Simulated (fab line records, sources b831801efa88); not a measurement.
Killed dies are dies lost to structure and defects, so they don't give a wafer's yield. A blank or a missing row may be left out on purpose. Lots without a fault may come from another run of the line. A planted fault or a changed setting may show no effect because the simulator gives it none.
Chamber matching | flow gf180mcu | GF_CONTACT_CMP_04 on cmp-01: 4 sister chambers
The step polishes SiO2. 20 wafers are shown with their chamber, then 10 later ones without.

WAFERS WITH THEIR CHAMBER
wafer  | chamber | motor_current_A (A) | time_to_endpoint_s (s)
L960.1 | 0       | 9.9                 | 106
L960.2 | 1       | 11.4                | 110
L960.5 | 0       | 9.6                 | 108
L962.1 | 3       | 10.9                | 105
L962.4 | 2       | 12.7                | 115
L962.6 | 2       | 13.1                | 126
L967.1 | 3       | 11.8                | 111
L967.3 | 1       | 11.2                | 121
L967.6 | 2       | 12.7                | 123
L968.2 | 2       | 12.9                | 118
L968.3 | 0       | 9.6                 | 110
L968.5 | 2       | 12.3                | 124
L969.2 | 0       | 9.6                 | 108
L969.3 | 2       | 12.4                | 123
L969.5 | 1       | 10.9                | 126
L971.3 | 0       | 9.8                 | 110
L971.4 | 3       | 11.7                | 116
L971.5 | 0       | 9.7                 | 115
L972.2 | 0       | 9.8                 | 106
L972.5 | 2       | 13.2                | 124

SIGNATURES (means of the wafers above)
reading            | chamber 0 | chamber 1 | chamber 2 | chamber 3 | scatter within a chamber
motor_current_A    | 9.714     | 11.167    | 12.757    | 11.467    | 0.294
time_to_endpoint_s | 109.00    | 119.00    | 121.86    | 110.67    | 4.63
Rule: a wafer's distance from a chamber is the root of the sum, over the readings, of the square of ((its reading less the chamber's mean) divided by the reading's scatter). The wafer belongs to the nearest chamber; if the next one is less than 2 further off, it can't be placed. The scatter: the root of (the sum of the squares of (reading less its chamber's mean) over the shown wafers, divided by (wafers less chambers)).

WAFERS WITHOUT THEIR CHAMBER
wafer  | motor_current_A (A) | time_to_endpoint_s (s)
L972.6 | 12.1                | 109
L976.2 | 12.1                | 115
L976.3 | 10.0                | 114
L976.4 | 12.2                | 117
L978.2 | 12.5                | 117
L978.5 | 11.5                | 106
L978.6 | 10.2                | 117
L980.1 | 11.0                | 117
L980.2 | 12.1                | 124
L980.5 | 10.9                | 116

WHICH CHAMBER EACH WENT THROUGH
wafer  | from the rows above          | in truth
L972.6 | can't be placed: 3 or 2 or 1 | 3
L976.2 | can't be placed: 3 or 2 or 1 | 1
L976.3 | 0                            | 0
L976.4 | can't be placed: 2 or 3 or 1 | 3
L978.2 | 2                            | 2
L978.5 | 3                            | 3
L978.6 | can't be placed: 0 or 1      | 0
L980.1 | can't be placed: 1 or 3      | 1
L980.2 | can't be placed: 2 or 1 or 3 | 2
L980.5 | can't be placed: 1 or 3      | 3
Placed correctly: 3 of 10. Can't be placed from these rows: 7 (the true chamber is among the candidates in 7). Placed wrongly: 0.
